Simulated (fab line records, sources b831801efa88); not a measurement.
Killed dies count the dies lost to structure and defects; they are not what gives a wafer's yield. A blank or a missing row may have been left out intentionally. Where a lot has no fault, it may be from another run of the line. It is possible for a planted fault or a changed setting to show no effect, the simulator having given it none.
Code-filled problem report in 8D (eight disciplines) form | flow gf180mcu | the parts of the form that need people (team, actions taken, sign-off) are left out

## 1. PROBLEM STATEMENT
NSD_RS at GF_PSD_RS_MEAS_14 reads a mean of 42.96 ohm/sq on 6 wafers of 2 lots; wafers without a fault read 46.14 ohm/sq with a standard deviation of 0.092. Measured from the usual mean, that is -35 standard deviations.
The step: measures by four-point-probe.
First observed at day 15 12:02: wafer L833.1, on film-metro-04. The record holds 36 wafers of 12 lots with a number at this step. Rule for "out", or "out of limits": more than 4 standard deviations from the usual mean. All remaining wafers that have a number are taken as sound.

## 2. WHAT IT IS; WHAT IT IS NOT
question                    | is                           | is not
which readings at this step | NSD_RS                       | -
which lots                  | L833, L834                   | L841, L842, L843, L844, L845, L846, L847, L848, L849, L850
which wafers of those lots  | all that have a number       | -
read on which gauges        | film-metro-02, film-metro-04 | film-metro-01
when                        | from day 15 12:02            | up to then (0 sound wafers); but 30 sound wafers of L841, L842, L843, L844, L845, L846, L847, L848, L849, L850 came after

## 3. THE SUSPECTS, EACH WITH WHAT RULES IT OUT
Counting: a tool at any process step up to the reading remains a suspect when it ran all the lots that are out and ran no sound lot after the first of those.
- the gauge at GF_PSD_RS_MEAS_14 is ruled out. 2 gauges (film-metro-02, film-metro-04) read the wafers that are out.
- plasma-asher-03 at GF_HV_LDD_STRIP_37 (strips in O2/N2): ruled out as a lasting fault. Following L833 (day 12 17:44), the first lot on it that is out, the sound lots L841, L842, L844, L846, L848, L850 were run on it.
- rtp-anneal-01 at GF_PSD_RTA_13 (time 20 s): ruled out as a lasting fault. Following L833 (day 15 11:57), the first lot on it that is out, the sound lots L842, L843, L846, L847, L848 were run on it.
Left after counting: nothing in the record.

## 4. THE CAUSE (what the simulator had put in)
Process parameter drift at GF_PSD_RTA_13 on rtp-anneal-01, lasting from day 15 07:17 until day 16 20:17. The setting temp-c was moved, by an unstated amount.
It was ruled out by counting, in error; the rule expects a fault to strike all lots run on its tool from its start on, and this fault did not.

## 5. SEQUENCE OF EFFECTS, ordered by route
Each row: a reading whose mean over the struck wafers that have a number lies more than 3 standard deviations from the usual. Only readings for which the record gives a usual standard deviation are gone through. hours: the time from each lot's start at the first step in this table that gives one to its start at this step, as a median over the lots. sigmas: the change in usual standard deviations.
hours | step              | reading | usual         | on struck wafers | change | sigmas
0     | GF_PSD_RS_MEAS_14 | NSD_RS  | 46.14 ohm/sq  | 42.96            | -3.18  | -35
3     | GF_PSD_RS_MEAS_15 | PSD_RS  | 108.61 ohm/sq | 99.82            | -8.79  | -30

## 6. WHAT WOULD HAVE CAUGHT IT SOONER
In this record the first reading out of limits at a measuring or inspecting step was taken at day 15 12:02, 5 hours after the fault began at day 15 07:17.
No tool reading at GF_PSD_RTA_13 that has a usual standard deviation in the record was out on any struck wafer, so an alarm limit of 4 standard deviations on those readings would not have fired.
